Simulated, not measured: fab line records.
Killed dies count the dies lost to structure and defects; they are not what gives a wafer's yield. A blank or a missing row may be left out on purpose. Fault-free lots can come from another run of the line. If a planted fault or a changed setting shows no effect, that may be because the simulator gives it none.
A lot that was struck, set against a sound lot | flow gf180mcu | 23 out of 602 route steps
Sound: wafers L860.2, L860.5, L860.6. Wafers struck: L876.3, L876.4, L876.6. The cause is given at the end.
Per side, at each step with rows, come the tool, then ch with its chambers, and then its first start. Under that, the readings that differ: sound wafers | struck wafers | difference of the means | sigmas: that difference in standard deviations of wafers without a fault.
alike: words and numbers the same on both sides, and readings whose means are apart by under 2 such deviations; not compared: readings that were withheld, readings missing a value for some wafer, numbers with overlapping values and no deviation given by the record, and bounds like >300 which may hide the same value.
The two part at a step that has a row with sigmas, a row that says differs or no value, or rows on one side only. Numbers that don't overlap but have no deviation are shown without sigmas and don't part them. A reading that every wafer of one side lacks parts them only if that side has two wafers or more.

first, 5 steps without rows for these wafers: GF_MVSD_COAT_02 (resist thk 3000 nm); GF_MVSD_SOFTBAKE_03; GF_MVSD_EXPOSE_04 (exposes mask MVSD, target cd 1000 nm); GF_MVSD_PEB_05; GF_MVSD_DEVELOP_06 (develop time 60 s).
GF_MVSD_OVL_MEAS_07:
  struck on overlay-01, day 8 07:14; sound on overlay-01, day 4 08:29
  alike: MVSD_OVL
then, 2 steps without rows for these wafers: GF_MVSD_IMPLANT_08; GF_MVSD_IMPLANT_09.
GF_MVSD_STRIP_10: strips in O2/N2.
  sound on plasmaAsher-03 ch 0,1, day 4 08:49; struck on plasmaAsher-03 ch 0,1, day 8 07:35
  alike: drypumpMotorCurrentA, heaterPowerW, oesProductAu, stripTimeToEndpointS
  not compared: rfHoursCounterH
GF_MVSD_TW_MEAS_11:
  struck on filmMetro-03, day 8 07:40; sound on filmMetro-03, day 4 08:56
  alike: MVSD_TW
then, 2 steps without rows for these wafers: GF_MVPSD_DEHYDRATE_00 (time 60 s); GF_MVPSD_HMDS_01 (prime time 60 s).
GF_MVPSD_COAT_02: resist thk 3000 nm.
  sound on lithoTrack-04 ch 0, day 4 15:28; struck on lithoTrack-04 ch 0, day 8 15:50
reading                                | sound          | struck         | difference | sigmas
model.coat_of_MVPSD_COAT_02.thkNm (nm) | 3012 3011 3014 | 2865 2870 2861 | -147       | 
  alike: exhaustPa
then, 3 steps without rows for these wafers: GF_MVPSD_SOFTBAKE_03; GF_MVPSD_EXPOSE_04 (exposes mask MVPSD, target cd 1000 nm); GF_MVPSD_PEB_05.
GF_MVPSD_DEVELOP_06: develop time 60 s.
  sound: lithoTrack-01 ch 0; struck: lithoTrack-02 ch 0
reading                                | sound          | struck         | difference | sigmas
model.coat_of_MVPSD_COAT_02.thkNm (nm) | 3011 3010 3013 | 2864 2869 2860 | -147       | 
  alike: exhaustPa
GF_MVPSD_OVL_MEAS_07:
  struck on overlay-01, day 9 00:11; sound on overlay-01, day 4 22:09
  alike: MVPSD_OVL
then, 2 steps without rows for these wafers: GF_MVPSD_IMPLANT_08; GF_MVPSD_IMPLANT_09.
GF_MVPSD_STRIP_10: strips in O2/N2.
  sound on plasmaAsher-03 ch 0,1, day 4 22:29; struck on plasmaAsher-03 ch 0,1, day 9 00:32
reading                  | sound             | struck            | difference | sigmas
stripTimeToEndpointS (s) | 37.09 37.07 37.11 | 35.39 35.45 35.35 | -1.69      | -12
  alike: drypumpMotorCurrentA, heaterPowerW, oesProductAu
  not compared: rfHoursCounterH
GF_MVPSD_TW_MEAS_11:
  struck on filmMetro-03, day 9 00:37; sound on filmMetro-03, day 4 22:35
  alike: MVPSD_TW
next, for these wafers, 1 step has no rows: GF_PASSIVATION_PROBE_99.

## WHERE THEY PART
Within this record, at GF_MVPSD_STRIP_10 only. Later steps at which nothing parts them and some readings are alike: GF_MVPSD_TW_MEAS_11.

WHY: what the simulator had put in
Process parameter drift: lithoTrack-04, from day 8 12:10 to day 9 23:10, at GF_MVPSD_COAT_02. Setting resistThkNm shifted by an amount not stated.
